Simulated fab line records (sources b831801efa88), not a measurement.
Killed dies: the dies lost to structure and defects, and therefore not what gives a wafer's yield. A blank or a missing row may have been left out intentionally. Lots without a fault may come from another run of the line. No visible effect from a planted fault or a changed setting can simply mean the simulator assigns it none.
Chamber matching || flow sky130 || 4 sister chambers for SKY_FIELD_ISO_ETCH_14 on rie_diel-02
The step etches BARC in N2/H2, stops on SiO2, time 45.9 s, target depth 60 nm. 8 wafers are shown with their chamber, then 10 later ones without.

EACH WAFER AND ITS CHAMBER
{"wafer": "L081.5", "chamber": 2, "drypump_motor_current_A (A)": 5.9, "oes_product_au (a.u.)": 0.851}
{"wafer": "L086.1", "chamber": 1, "drypump_motor_current_A (A)": 5.2, "oes_product_au (a.u.)": 0.857}
{"wafer": "L086.6", "chamber": 3, "drypump_motor_current_A (A)": 4.7, "oes_product_au (a.u.)": 0.856}
{"wafer": "L089.2", "chamber": 1, "drypump_motor_current_A (A)": 5.3, "oes_product_au (a.u.)": 0.861}
{"wafer": "L089.4", "chamber": 2, "drypump_motor_current_A (A)": 5.9, "oes_product_au (a.u.)": 0.848}
{"wafer": "L089.6", "chamber": 0, "drypump_motor_current_A (A)": 4.7, "oes_product_au (a.u.)": 0.850}
{"wafer": "L090.1", "chamber": 0, "drypump_motor_current_A (A)": 4.7, "oes_product_au (a.u.)": 0.860}
{"wafer": "L090.2", "chamber": 3, "drypump_motor_current_A (A)": 4.7, "oes_product_au (a.u.)": 0.859}

WAFERS WITH NO CHAMBER GIVEN
{"wafer": "L090.5", "drypump_motor_current_A (A)": 5.9, "oes_product_au (a.u.)": 0.846}
{"wafer": "L092.1", "drypump_motor_current_A (A)": 4.7, "oes_product_au (a.u.)": 0.855}
{"wafer": "L092.3", "drypump_motor_current_A (A)": 5.9, "oes_product_au (a.u.)": 0.856}
{"wafer": "L092.6", "drypump_motor_current_A (A)": 4.7, "oes_product_au (a.u.)": 0.852}
{"wafer": "L095.4", "drypump_motor_current_A (A)": 4.7, "oes_product_au (a.u.)": 0.859}
{"wafer": "L095.5", "drypump_motor_current_A (A)": 4.7, "oes_product_au (a.u.)": 0.854}
{"wafer": "L095.6", "drypump_motor_current_A (A)": 5.3, "oes_product_au (a.u.)": 0.851}
{"wafer": "L097.3", "drypump_motor_current_A (A)": 5.9, "oes_product_au (a.u.)": 0.851}
{"wafer": "L097.5", "drypump_motor_current_A (A)": 5.3, "oes_product_au (a.u.)": 0.850}
{"wafer": "L097.6", "drypump_motor_current_A (A)": 5.9, "oes_product_au (a.u.)": 0.856}

WHICH CHAMBER EACH ONE RAN IN
{"wafer": "L090.5", "from the rows above": 2, "in truth": 2}
{"wafer": "L092.1", "from the rows above": "can't be placed: 0 or 3", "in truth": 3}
{"wafer": "L092.3", "from the rows above": 2, "in truth": 2}
{"wafer": "L092.6", "from the rows above": "can't be placed: 0 or 3", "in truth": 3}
{"wafer": "L095.4", "from the rows above": "can't be placed: 3 or 0", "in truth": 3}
{"wafer": "L095.5", "from the rows above": "can't be placed: 0 or 3", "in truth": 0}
{"wafer": "L095.6", "from the rows above": 1, "in truth": 1}
{"wafer": "L097.3", "from the rows above": 2, "in truth": 2}
{"wafer": "L097.5", "from the rows above": 1, "in truth": 1}
{"wafer": "L097.6", "from the rows above": 2, "in truth": 2}
Correctly placed: 6 of 10. From these rows, 4 cannot be placed; in 4 the true chamber is one of the candidates. Wrongly placed: 0.
How it was worked out, from the rows above alone: a wafer's distance from a chamber is the root of the sum, over the readings, of the square of ((its reading less the chamber's mean) divided by the reading's scatter). If the next closest chamber is less than 2 further off than the closest, the wafer can't be placed; otherwise it belongs to the closest. For every chamber, the mean is computed from those of its wafers that are shown. The scatter is the square root of a quotient: the sum, over the shown wafers, of each reading's squared deviation from its chamber's mean, divided by wafers minus chambers.
